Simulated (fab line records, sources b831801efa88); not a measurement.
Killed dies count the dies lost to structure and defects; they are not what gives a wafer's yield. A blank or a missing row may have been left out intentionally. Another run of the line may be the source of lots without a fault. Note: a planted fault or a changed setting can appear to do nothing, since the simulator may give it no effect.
The tool behind it: which one? -- flow gf180mcu -- Sampling: 12 lots, 36 wafers, 6 of 602 route steps

WHAT THE GAUGES SHOWED, per wafer
GF_HV_LDD_THK_MEAS_57.
lot,measured,on,HV_LDD_CVD_56_THK (nm)
L305,day 12 10:53,filmMetro-04,89.4 89.4 88.4
L306,day 12 20:15,filmMetro-02,90.5 90.2 90.9
L307,day 13 03:49,filmMetro-02,90.2 90.3 89.9
L310,day 14 05:19,filmMetro-03,90.5 90.7 90.1
L313,day 15 15:22,filmMetro-04,89.5 88.5 89.4
L317,day 17 11:06,filmMetro-03,74.3 74.4 73.7
L318,day 17 08:36,filmMetro-04,74.3 73.7 73.3
L319,day 17 17:59,filmMetro-03,73.2 73.2 72.4
L320,day 17 18:34,filmMetro-02,90.6 89.9 90.3
L324,day 19 00:54,filmMetro-02,88.3 88.5 88.2
L327,day 20 06:20,filmMetro-02,91.1 91.3 90.3
L328,day 20 08:22,filmMetro-04,90.5 90.8 89.9

GF_NSD_OVL_MEAS_08.
lot,measured,on,NSD_OVL (nm)
L305,day 13 05:26,overlay-01,-0.8 0.5 0.6
L306,day 13 16:40,overlay-01,0.0 -0.6 -0.3
L307,day 14 00:16,overlay-02,-0.1 1.0 -0.1
L310,day 15 02:55,overlay-02,2.6 1.7 1.7
L313,day 16 13:07,overlay-02,0.0 0.5 -0.2
L317,day 18 10:28,overlay-01,-2.7 -2.2 -1.1
L318,day 18 08:32,overlay-02,0.0 0.8 0.4
L319,day 18 17:19,overlay-02,0.5 0.5 1.5
L320,day 18 18:07,overlay-01,-1.2 -0.4 0.3
L324,day 20 00:52,overlay-02,0.7 0.2 0.3
L327,day 21 06:31,overlay-02,1.5 2.3 0.5
L328,day 21 08:38,overlay-01,0.7 0.5 0.8

GF_PSD_OVL_MEAS_08.
lot,measured,on,PSD_OVL (nm)
L305,day 14 03:22,overlay-02,0.1 0.5 -1.5
L306,day 14 13:48,overlay-02,0.2 1.3 -1.5
L307,day 14 21:52,overlay-02,-0.3 -0.7 0.0
L310,day 16 01:03,overlay-01,-2.7 -1.6 -2.3
L313,day 17 12:58,overlay-02,-2.3 -1.8 -1.7
L317,day 19 11:18,overlay-02,-1.0 0.0 -1.6
L318,day 19 09:10,overlay-02,-2.0 -2.2 -4.0
L319,day 19 18:52,overlay-01,-2.3 -2.1 -3.1
L320,day 19 19:07,overlay-01,-1.8 -0.9 -1.4
L324,day 21 02:00,overlay-02,0.4 0.6 -0.7
L327,day 22 06:37,overlay-01,1.5 2.5 0.7
L328,day 22 08:55,overlay-02,-0.9 -1.0 -1.2

WHICH TOOL RAN EACH LOT (tool, then ch and the chambers of the sampled wafers, then the start)
lot,GF_VT_IMPLANT_RTA_45,GF_HV_LDD_CVD_56,GF_HV_LDD_ETCHBACK_58
L305,"rtpAnneal-01 ch 0, day 7 15:19","lpcvd-02 ch 1, day 12 08:44","rieDiel-04 ch 1,3, day 12 10:56"
L306,"rtpAnneal-01 ch 0, day 7 21:10","lpcvd-02 ch 0, day 12 18:05","rieDiel-03 ch 0,2, day 12 20:18"
L307,"rtpAnneal-02 ch 0, day 8 01:32","lpcvd-01 ch 1, day 13 01:38","rieDiel-01 ch 2,3, day 13 03:51"
L310,"rtpAnneal-01 ch 0, day 9 01:32","lpcvd-02 ch 1, day 14 03:53","rieDiel-03 ch 1,2,3, day 14 05:23"
L313,"rtpAnneal-01 ch 0, day 9 22:04","lpcvd-02 ch 1, day 15 13:56","rieDiel-04 ch 1,2,3, day 15 15:26"
L317,"rtpAnneal-01 ch 0, day 11 02:02","lpcvd-02 ch 0, day 17 09:41","rieDiel-01 ch 0,1,3, day 17 11:10"
L318,"rtpAnneal-02 ch 0, day 11 06:44","lpcvd-02 ch 0, day 17 07:10","rieDiel-01 ch 0,2,3, day 17 08:39"
L319,"rtpAnneal-02 ch 0, day 11 12:43","lpcvd-02 ch 0, day 17 16:34","rieDiel-04 ch 0,1,3, day 17 18:03"
L320,"rtpAnneal-02 ch 0, day 11 19:41","lpcvd-01 ch 1, day 17 17:08","rieDiel-03 ch 0,1, day 17 18:37"
L324,"rtpAnneal-01 ch 0, day 12 21:07","lpcvd-01 ch 1, day 18 23:28","rieDiel-04 ch 1,3, day 19 00:57"
L327,"rtpAnneal-01 ch 0, day 13 22:26","lpcvd-01 ch 0, day 20 04:53","rieDiel-01 ch 1,2, day 20 06:22"
L328,"rtpAnneal-01 ch 0, day 14 01:59","lpcvd-01 ch 1, day 20 06:55","rieDiel-04 ch 1,3, day 20 08:24"
- GF_VT_IMPLANT_RTA_45: time 30 s.
- GF_HV_LDD_CVD_56: deposits Si3N4 from DCS/NH3, target thk 90 nm, time 1543 s.
- GF_HV_LDD_ETCHBACK_58: etches Si3N4 in CH3F/O2, stops on SiO2, time 100 s, target depth 90 nm.

AS READ BY THE TOOLS THEMSELVES (means over the sampled wafers that have a number; for cases with no such wafer, the mark the record gives instead)
GF_VT_IMPLANT_RTA_45.
lot,tool,lampPowerPct (%),wafer_temp_C_max
L305,rtpAnneal-01,37.6,1053.1
L306,rtpAnneal-01,37.6,1052.5
L307,rtpAnneal-02,33.5,1053.1
L310,rtpAnneal-01,37.6,1053.9
L313,rtpAnneal-01,37.5,1053.5
L317,rtpAnneal-01,37.6,1053.6
L318,rtpAnneal-02,33.5,1053.0
L319,rtpAnneal-02,33.5,1053.0
L320,rtpAnneal-02,33.5,1052.1
L324,rtpAnneal-01,37.6,1054.1
L327,rtpAnneal-01,37.6,1053.1
L328,rtpAnneal-01,37.6,1053.4

GF_HV_LDD_CVD_56.
lot,tool,spikeTcCentreC (C),spikeTcLowerC (C),spikeTcTopC (C),spikeTcUpperC (C),susceptorTempC (C),zonePowerLowerPct (%)
L305,lpcvd-02,772.7,772.2,778.4,770.0,770.3,14.8
L306,lpcvd-02,771.0,771.7,778.5,772.4,769.7,12.9
L307,lpcvd-01,769.7,770.7,782.2,769.9,770.1,13.3
L310,lpcvd-02,771.0,770.5,779.5,770.7,770.3,14.6
L313,lpcvd-02,770.6,770.5,778.9,772.0,770.1,14.7
L317,lpcvd-02,760.7,761.2,768.7,762.0,760.4,12.7
L318,lpcvd-02,759.2,761.6,768.4,763.1,760.0,12.7
L319,lpcvd-02,759.4,760.6,769.1,761.9,759.8,12.4
L320,lpcvd-01,769.9,769.8,781.7,769.6,770.5,13.1
L324,lpcvd-01,769.6,770.5,781.6,769.7,769.9,13.2
L327,lpcvd-01,770.5,768.6,783.7,771.0,769.8,13.6
L328,lpcvd-01,769.7,771.0,783.0,769.7,769.9,13.2

GF_HV_LDD_ETCHBACK_58.
lot,tool,ch3fFlowSccm (sccm),drypumpMotorCurrentA (A),oesProductAu (a.u.),throttleValvePct (%)
L305,rieDiel-04,39.92,5.2,0.836,10.563
L306,rieDiel-03,40.03,6.1,0.839,10.561
L307,rieDiel-01,39.95,6.1,0.845,10.561
L310,rieDiel-03,40.08,5.7,0.845,10.555
L313,rieDiel-04,40.08,5.5,0.842,10.558
L317,rieDiel-01,39.95,6.3,0.758,10.552
L318,rieDiel-01,39.95,6.0,0.759,10.555
L319,rieDiel-04,39.85,5.4,0.756,10.550
L320,rieDiel-03,40.17,5.5,0.848,10.565
L324,rieDiel-04,40.03,5.0,0.834,10.555
L327,rieDiel-01,39.92,6.0,0.843,10.565
L328,rieDiel-04,40.03,5.0,0.846,10.564

THE ANSWER, worked out from the rows above alone
Rule: the lots themselves supply what counts as usual. Put in order of their means at a reading, lots are off if they are a third of the lots or fewer, leave a main group of 4 or more, and stand apart from it by a gap of 3 or more times the standard deviation of the main group's means; of several such gaps the widest counts. A main group is skipped when, at the precision printed for the reading in the tables above, its means are all equal. A lot without any number at a reading at which 4 lots or more have one is off too. Any other lot the step has rows for is counted as sound. The gauges are gone through in route order, then the tools' own readings, and for those a lot's mean is taken as printed above. The first step at which some lot is off is used, and at that step the reading that is off furthest; a lot without a number counts as furthest.
Off: L317, L318, L319, at GF_HV_LDD_THK_MEAS_57 (HV_LDD_CVD_56_THK). The main group has a mean of 89.9 nm with a standard deviation of 0.81.
A tool fits if, at a process step before that reading, it ran every lot that is off, and no sound lot after the first of them. The gauges at GF_HV_LDD_THK_MEAS_57 aren't tried: what is off there is off at GF_HV_LDD_CVD_56 too, on other tools, and a gauge's error can't cause that. One fits: lpcvd-02 at GF_HV_LDD_CVD_56. Its last sound lot is L313 (day 15 13:56), its first lot that is off L318 (day 17 07:10): a fault that began between those two fits.
The tool's own readings at GF_HV_LDD_CVD_56 bear it out: on the lots that are off they differ by more than 5 times the standard deviation of the sound lots' means. spikeTcCentreC reads 759.8 C there against 770.5 C on the sound lots; spikeTcLowerC reads 761.1 C there against 770.6 C on the sound lots; spikeTcTopC reads 768.7 C there against 780.8 C on the sound lots; spikeTcUpperC reads 762.3 C there against 770.6 C on the sound lots; susceptorTempC reads 760.1 C there against 770.1 C on the sound lots.

WHAT HAD BEEN PUT IN BY THE SIMULATOR
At GF_HV_LDD_CVD_56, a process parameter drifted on lpcvd-02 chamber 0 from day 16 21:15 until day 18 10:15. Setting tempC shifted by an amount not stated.
Lots struck among those shown: L318, L317, L319. The same result came from the rule above.
